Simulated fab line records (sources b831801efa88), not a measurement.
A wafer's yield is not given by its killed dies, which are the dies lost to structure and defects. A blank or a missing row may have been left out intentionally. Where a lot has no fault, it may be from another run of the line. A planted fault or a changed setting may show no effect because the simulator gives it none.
Which tool did it? :: flow gf180mcu :: Sampling: 24 lots, 72 wafers, 5 of 602 route steps

## WHAT EACH GAUGE READ, for each wafer
GF_M2_OVL_MEAS_15.
lot: L074
measured: day 19 04:31
on: overlay-01
M2_OVL (nm): -11 -11 -12

lot: L075
measured: day 19 08:02
on: overlay-02
M2_OVL (nm): -9 1 0

lot: L076
measured: day 19 19:30
on: overlay-02
M2_OVL (nm): 5 10 9

lot: L077
measured: day 20 05:36
on: overlay-02
M2_OVL (nm): -5 -1 1

lot: L078
measured: day 20 13:26
on: overlay-02
M2_OVL (nm): 5 2 5

lot: L079
measured: day 20 21:19
on: overlay-02
M2_OVL (nm): 3 -6 3

lot: L080
measured: day 21 08:19
on: overlay-02
M2_OVL (nm): 5 4 0

lot: L081
measured: day 21 22:56
on: overlay-02
M2_OVL (nm): 4 8 12

lot: L082
measured: day 21 23:31
on: overlay-02
M2_OVL (nm): -2 8 6

lot: L083
measured: day 22 12:36
on: overlay-02
M2_OVL (nm): -2 5 -3

lot: L084
measured: day 23 07:03
on: overlay-02
M2_OVL (nm): -4 -1 1

lot: L085
measured: day 23 16:10
on: overlay-02
M2_OVL (nm): -5 -1 -7

lot: L086
measured: day 23 21:31
on: overlay-01
M2_OVL (nm): 4 4 -2

lot: L087
measured: day 24 03:39
on: overlay-02
M2_OVL (nm): -1 0 4

lot: L088
measured: day 24 08:27
on: overlay-01
M2_OVL (nm): -2 -1 -4

lot: L090
measured: day 25 00:43
on: overlay-01
M2_OVL (nm): 5 5 9

lot: L089
measured: day 25 05:01
on: overlay-02
M2_OVL (nm): 13 8 9

lot: L091
measured: day 25 09:37
on: overlay-02
M2_OVL (nm): 7 -1 7

lot: L092
measured: day 25 12:06
on: overlay-02
M2_OVL (nm): 0 1 7

lot: L093
measured: day 25 19:43
on: overlay-02
M2_OVL (nm): -8 -1 0

lot: L094
measured: day 26 03:08
on: overlay-02
M2_OVL (nm): 3 -4 3

lot: L096
measured: day 26 20:34
on: overlay-02
M2_OVL (nm): -6 -4 1

lot: L095
measured: day 26 20:55
on: overlay-02
M2_OVL (nm): 6 10 9

lot: L097
measured: day 27 06:50
on: overlay-02
M2_OVL (nm): 1 5 0

GF_V3_THK_MEAS_03.
lot: L074
measured: day 21 08:30
on: film_metro-02
V3_CVD_02_THK (nm): 833 860 855

lot: L075
measured: day 21 12:19
on: film_metro-01
V3_CVD_02_THK (nm): 863 831 849

lot: L076
measured: day 21 22:56
on: film_metro-03
V3_CVD_02_THK (nm): 855 857 873

lot: L077
measured: day 22 08:50
on: film_metro-02
V3_CVD_02_THK (nm): 835 853 868

lot: L078
measured: day 22 17:13
on: film_metro-01
V3_CVD_02_THK (nm): 866 862 860

lot: L079
measured: day 23 00:30
on: film_metro-01
V3_CVD_02_THK (nm): 836 858 877

lot: L080
measured: day 23 11:09
on: film_metro-02
V3_CVD_02_THK (nm): 841 863 861

lot: L081
measured: day 24 00:49
on: film_metro-02
V3_CVD_02_THK (nm): 837 851 848

lot: L082
measured: day 24 01:33
on: film_metro-01
V3_CVD_02_THK (nm): 848 873 856

lot: L083
measured: day 24 14:01
on: film_metro-01
V3_CVD_02_THK (nm): 863 845 862

lot: L084
measured: day 25 07:41
on: film_metro-03
V3_CVD_02_THK (nm): 845 845 846

lot: L085
measured: day 25 15:26
on: film_metro-03
V3_CVD_02_THK (nm): 838 859 876

lot: L086
measured: day 25 20:49
on: film_metro-01
V3_CVD_02_THK (nm): 847 866 864

lot: L087
measured: day 26 02:55
on: film_metro-02
V3_CVD_02_THK (nm): 845 860 862

lot: L088
measured: day 26 06:47
on: film_metro-02
V3_CVD_02_THK (nm): 827 852 845

lot: L090
measured: day 26 22:46
on: film_metro-02
V3_CVD_02_THK (nm): 847 863 861

lot: L089
measured: day 27 03:41
on: film_metro-02
V3_CVD_02_THK (nm): 839 851 868

lot: L091
measured: day 27 08:00
on: film_metro-03
V3_CVD_02_THK (nm): 844 843 856

lot: L092
measured: day 27 08:58
on: film_metro-02
V3_CVD_02_THK (nm): 848 872 863

lot: L093
measured: day 27 16:25
on: film_metro-03
V3_CVD_02_THK (nm): 856 860 870

lot: L094
measured: day 28 00:10
on: film_metro-02
V3_CVD_02_THK (nm): 835 844 857

lot: L096
measured: day 28 15:42
on: film_metro-02
V3_CVD_02_THK (nm): 835 844 838

lot: L095
measured: day 28 16:02
on: film_metro-03
V3_CVD_02_THK (nm): 846 864 853

lot: L097
measured: day 29 02:16
on: film_metro-02
V3_CVD_02_THK (nm): 853 869 856

GF_V5_BOW_MEAS_05.
lot: L074
measured: day 26 06:51
on: film_metro-02
V5_BOW (um): 146 130 131

lot: L075
measured: day 26 09:35
on: film_metro-01
V5_BOW (um): 127 141 137

lot: L076
measured: day 26 20:25
on: film_metro-01
V5_BOW (um): 145 139 150

lot: L077
measured: day 27 06:04
on: film_metro-03
V5_BOW (um): 128 128 121

lot: L078
measured: day 27 12:45
on: film_metro-02
V5_BOW (um): 143 138 141

lot: L079
measured: day 27 16:09
on: film_metro-03
V5_BOW (um): 129 131 127

lot: L080
measured: day 28 02:25
on: film_metro-03
V5_BOW (um): 140 149 140

lot: L081
measured: day 28 15:59
on: film_metro-02
V5_BOW (um): 122 130 121

lot: L082
measured: day 28 16:47
on: film_metro-03
V5_BOW (um): 125 135 124

lot: L083
measured: day 29 03:35
on: film_metro-02
V5_BOW (um): 136 135 136

lot: L084
measured: day 29 19:20
on: film_metro-03
V5_BOW (um): 124 118 133

lot: L085
measured: day 30 01:12
on: film_metro-01
V5_BOW (um): 136 130 132

lot: L086
measured: day 30 07:23
on: film_metro-03
V5_BOW (um): 126 129 117

lot: L087
measured: day 30 10:55
on: film_metro-03
V5_BOW (um): 139 138 133

lot: L088
measured: day 30 15:35
on: film_metro-02
V5_BOW (um): 132 124 139

lot: L090
measured: day 31 06:58
on: film_metro-03
V5_BOW (um): 123 127 137

lot: L089
measured: day 31 09:08
on: film_metro-03
V5_BOW (um): 141 136 145

lot: L091
measured: day 31 13:08
on: film_metro-03
V5_BOW (um): 125 123 126

lot: L092
measured: day 31 14:04
on: film_metro-02
V5_BOW (um): 130 136 141

lot: L093
measured: day 31 20:22
on: film_metro-02
V5_BOW (um): 143 134 145

lot: L094
measured: day 32 03:32
on: film_metro-01
V5_BOW (um): 123 138 130

lot: L096
measured: day 32 16:52
on: film_metro-02
V5_BOW (um): 136 138 146

lot: L095
measured: day 32 15:55
on: film_metro-02
V5_BOW (um): 128 147 137

lot: L097
measured: day 33 02:11
on: film_metro-02
V5_BOW (um): 132 137 133

## WHAT TOOL EACH LOT RAN ON (gives the tool, then ch and the chambers of the sampled wafers, and finally the start)
lot: L074
GF_MIM_SPUTTER_04: pvd_sputter-01, day 24 10:38
GF_MIM_SPUTTER_08: pvd_sputter-02, day 24 10:49

lot: L075
GF_MIM_SPUTTER_04: pvd_sputter-02, day 24 13:02
GF_MIM_SPUTTER_08: pvd_sputter-03, day 24 13:13

lot: L076
GF_MIM_SPUTTER_04: pvd_sputter-03, day 25 00:01
GF_MIM_SPUTTER_08: pvd_sputter-02, day 25 00:12

lot: L077
GF_MIM_SPUTTER_04: pvd_sputter-01, day 25 10:22
GF_MIM_SPUTTER_08: pvd_sputter-03, day 25 10:33

lot: L078
GF_MIM_SPUTTER_04: pvd_sputter-03, day 25 16:37
GF_MIM_SPUTTER_08: pvd_sputter-01, day 25 16:48

lot: L079
GF_MIM_SPUTTER_04: pvd_sputter-01, day 25 21:55
GF_MIM_SPUTTER_08: pvd_sputter-02, day 25 22:06

lot: L080
GF_MIM_SPUTTER_04: pvd_sputter-01, day 26 08:43
GF_MIM_SPUTTER_08: pvd_sputter-02, day 26 08:53

lot: L081
GF_MIM_SPUTTER_04: pvd_sputter-01, day 26 22:32
GF_MIM_SPUTTER_08: pvd_sputter-02, day 26 22:45

lot: L082
GF_MIM_SPUTTER_04: pvd_sputter-01, day 26 22:52
GF_MIM_SPUTTER_08: pvd_sputter-03, day 26 23:03

lot: L083
GF_MIM_SPUTTER_04: pvd_sputter-02, day 27 10:01
GF_MIM_SPUTTER_08: pvd_sputter-01, day 27 10:12

lot: L084
GF_MIM_SPUTTER_04: pvd_sputter-02, day 28 02:19
GF_MIM_SPUTTER_08: pvd_sputter-03, day 28 02:29

lot: L085
GF_MIM_SPUTTER_04: pvd_sputter-03, day 28 09:34
GF_MIM_SPUTTER_08: pvd_sputter-02, day 28 09:44

lot: L086
GF_MIM_SPUTTER_04: pvd_sputter-03, day 28 15:21
GF_MIM_SPUTTER_08: pvd_sputter-02, day 28 15:31

lot: L087
GF_MIM_SPUTTER_04: pvd_sputter-02, day 28 20:06
GF_MIM_SPUTTER_08: pvd_sputter-01, day 28 20:17

lot: L088
GF_MIM_SPUTTER_04: pvd_sputter-02, day 29 00:31
GF_MIM_SPUTTER_08: pvd_sputter-01, day 29 00:42

lot: L090
GF_MIM_SPUTTER_04: pvd_sputter-01, day 29 15:46
GF_MIM_SPUTTER_08: pvd_sputter-02, day 29 15:56

lot: L089
GF_MIM_SPUTTER_04: pvd_sputter-03, day 29 19:14
GF_MIM_SPUTTER_08: pvd_sputter-01, day 29 19:24

lot: L091
GF_MIM_SPUTTER_04: pvd_sputter-03, day 29 22:58
GF_MIM_SPUTTER_08: pvd_sputter-03, day 29 23:09

lot: L092
GF_MIM_SPUTTER_04: pvd_sputter-03, day 29 23:55
GF_MIM_SPUTTER_08: pvd_sputter-01, day 30 00:06

lot: L093
GF_MIM_SPUTTER_04: pvd_sputter-03, day 30 08:11
GF_MIM_SPUTTER_08: pvd_sputter-01, day 30 08:22

lot: L094
GF_MIM_SPUTTER_04: pvd_sputter-03, day 30 14:26
GF_MIM_SPUTTER_08: pvd_sputter-01, day 30 14:37

lot: L096
GF_MIM_SPUTTER_04: pvd_sputter-01, day 31 05:18
GF_MIM_SPUTTER_08: pvd_sputter-03, day 31 05:28

lot: L095
GF_MIM_SPUTTER_04: pvd_sputter-01, day 31 04:36
GF_MIM_SPUTTER_08: pvd_sputter-03, day 31 04:47

lot: L097
GF_MIM_SPUTTER_04: pvd_sputter-01, day 31 14:49
GF_MIM_SPUTTER_08: pvd_sputter-03, day 31 14:59
- GF_MIM_SPUTTER_04: material TiN, target thk 50 nm, time 41.7 s.
- GF_MIM_SPUTTER_08: material AlCu, target thk 200 nm, time 10.6 s.

## WHAT THE TOOLS THEMSELVES READ (means of the sampled wafers that have a number; where no wafer has one, the mark that the record gives instead)
GF_MIM_SPUTTER_04.
lot: L074
tool: pvd_sputter-01
throttle_valve_pct (%): 28.2

lot: L075
tool: pvd_sputter-02
throttle_valve_pct (%): 30.6

lot: L076
tool: pvd_sputter-03
throttle_valve_pct (%): 30.6

lot: L077
tool: pvd_sputter-01
throttle_valve_pct (%): 29.4

lot: L078
tool: pvd_sputter-03
throttle_valve_pct (%): 29.9

lot: L079
tool: pvd_sputter-01
throttle_valve_pct (%): 29.3

lot: L080
tool: pvd_sputter-01
throttle_valve_pct (%): 29.4

lot: L081
tool: pvd_sputter-01
throttle_valve_pct (%): 28.6

lot: L082
tool: pvd_sputter-01
throttle_valve_pct (%): 28.0

lot: L083
tool: pvd_sputter-02
throttle_valve_pct (%): 29.8

lot: L084
tool: pvd_sputter-02
throttle_valve_pct (%): 30.6

lot: L085
tool: pvd_sputter-03
throttle_valve_pct (%): 30.9

lot: L086
tool: pvd_sputter-03
throttle_valve_pct (%): 31.8

lot: L087
tool: pvd_sputter-02
throttle_valve_pct (%): 30.6

lot: L088
tool: pvd_sputter-02
throttle_valve_pct (%): 30.6

lot: L090
tool: pvd_sputter-01
throttle_valve_pct (%): 29.0

lot: L089
tool: pvd_sputter-03
throttle_valve_pct (%): 30.2

lot: L091
tool: pvd_sputter-03
throttle_valve_pct (%): 30.4

lot: L092
tool: pvd_sputter-03
throttle_valve_pct (%): 30.3

lot: L093
tool: pvd_sputter-03
throttle_valve_pct (%): 29.2

lot: L094
tool: pvd_sputter-03
throttle_valve_pct (%): 30.4

lot: L096
tool: pvd_sputter-01
throttle_valve_pct (%): 29.5

lot: L095
tool: pvd_sputter-01
throttle_valve_pct (%): 28.3

lot: L097
tool: pvd_sputter-01
throttle_valve_pct (%): 29.8

GF_MIM_SPUTTER_08.
lot: L074
tool: pvd_sputter-02
throttle_valve_pct (%): 30.2

lot: L075
tool: pvd_sputter-03
throttle_valve_pct (%): 30.8

lot: L076
tool: pvd_sputter-02
throttle_valve_pct (%): 30.2

lot: L077
tool: pvd_sputter-03
throttle_valve_pct (%): 31.1

lot: L078
tool: pvd_sputter-01
throttle_valve_pct (%): 29.0

lot: L079
tool: pvd_sputter-02
throttle_valve_pct (%): 30.6

lot: L080
tool: pvd_sputter-02
throttle_valve_pct (%): 30.1

lot: L081
tool: pvd_sputter-02
throttle_valve_pct (%): 31.5

lot: L082
tool: pvd_sputter-03
throttle_valve_pct (%): 30.3

lot: L083
tool: pvd_sputter-01
throttle_valve_pct (%): 28.4

lot: L084
tool: pvd_sputter-03
throttle_valve_pct (%): 29.8

lot: L085
tool: pvd_sputter-02
throttle_valve_pct (%): 31.1

lot: L086
tool: pvd_sputter-02
throttle_valve_pct (%): 30.2

lot: L087
tool: pvd_sputter-01
throttle_valve_pct (%): 29.6

lot: L088
tool: pvd_sputter-01
throttle_valve_pct (%): 27.9

lot: L090
tool: pvd_sputter-02
throttle_valve_pct (%): 30.5

lot: L089
tool: pvd_sputter-01
throttle_valve_pct (%): 29.2

lot: L091
tool: pvd_sputter-03
throttle_valve_pct (%): 30.4

lot: L092
tool: pvd_sputter-01
throttle_valve_pct (%): 28.3

lot: L093
tool: pvd_sputter-01
throttle_valve_pct (%): 28.7

lot: L094
tool: pvd_sputter-01
throttle_valve_pct (%): 29.2

lot: L096
tool: pvd_sputter-03
throttle_valve_pct (%): 29.5

lot: L095
tool: pvd_sputter-03
throttle_valve_pct (%): 29.4

lot: L097
tool: pvd_sputter-03
throttle_valve_pct (%): 31.0

## THE ANSWER, worked out from the rows above alone
Rule: the usual values come from the lots themselves. The widest of any qualifying gaps counts: lots, ordered by their means at a reading, are off when they make up no more than a third of the lots, leave a main group of 4 or more, and stand apart from it by 3 or more times the standard deviation of that group's means. If all means in a main group match to the digits the tables above print for the reading, that group is not used. Also off: a lot with no number at a reading for which 4 or more lots have one. The other lots that the step has rows for count as sound. Order of review: gauges by route order, followed by the tools' own readings, for which a lot's mean as printed above is used. At the first step where some lot is off, the reading lying furthest off is the one used; lots without a number count as furthest.
None of the lots is off at any reading shown; this tells nothing.

## WHAT HAD BEEN PUT IN BY THE SIMULATOR
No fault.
